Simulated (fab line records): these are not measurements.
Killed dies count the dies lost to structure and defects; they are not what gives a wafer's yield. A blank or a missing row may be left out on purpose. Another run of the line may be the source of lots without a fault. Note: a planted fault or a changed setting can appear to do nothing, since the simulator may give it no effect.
Which tool is to blame?	flow sky130	at 1 step of a route of 708, 12 lots with 36 wafers sampled

WHAT THE GAUGES SHOWED, per wafer
SKY_VIA2_OVL_MEAS_13.
lot	measured	on	VIA2_OVL (nm)
L075	day 36 08:46	overlay-01	7 4 3
L077	day 36 23:27	overlay-02	3 -6 -1
L079	day 37 20:55	overlay-01	-4 -5 -9
L081	day 38 06:42	overlay-01	0 5 8
L082	day 39 16:56	overlay-01	-8 -1 -1
L084	day 39 19:00	overlay-01	1 5 -2
L087	day 40 04:42	overlay-01	3 13 2
L089	day 41 01:51	overlay-02	4 3 8
L092	day 41 11:50	overlay-01	-2 1 -8
L093	day 41 18:30	overlay-02	1 -10 -2
L095	day 42 05:39	overlay-02	2 1 4
L097	day 42 18:17	overlay-02	-2 -2 -4

TOOL THAT RAN EACH LOT (tool first, then ch and the chambers of the sampled wafers, then the start)
Record: no process step prior to these readings.

THE ANSWER, worked out from the rows above alone
Rule: what is usual is taken from the lots themselves. The widest of any qualifying gaps counts: lots, ordered by their means at a reading, are off when they make up no more than a third of the lots, leave a main group of 4 or more, and stand apart from it by 3 or more times the standard deviation of that group's means. A main group whose means are all the same, to the digits that the tables above print for the reading, isn't used. Also off: a lot with no number at a reading for which 4 or more lots have one. The other lots that the step has rows for count as sound.
No lot is off on any of the readings shown, so nothing can be concluded from this.

WHAT THE SIMULATOR PUT IN
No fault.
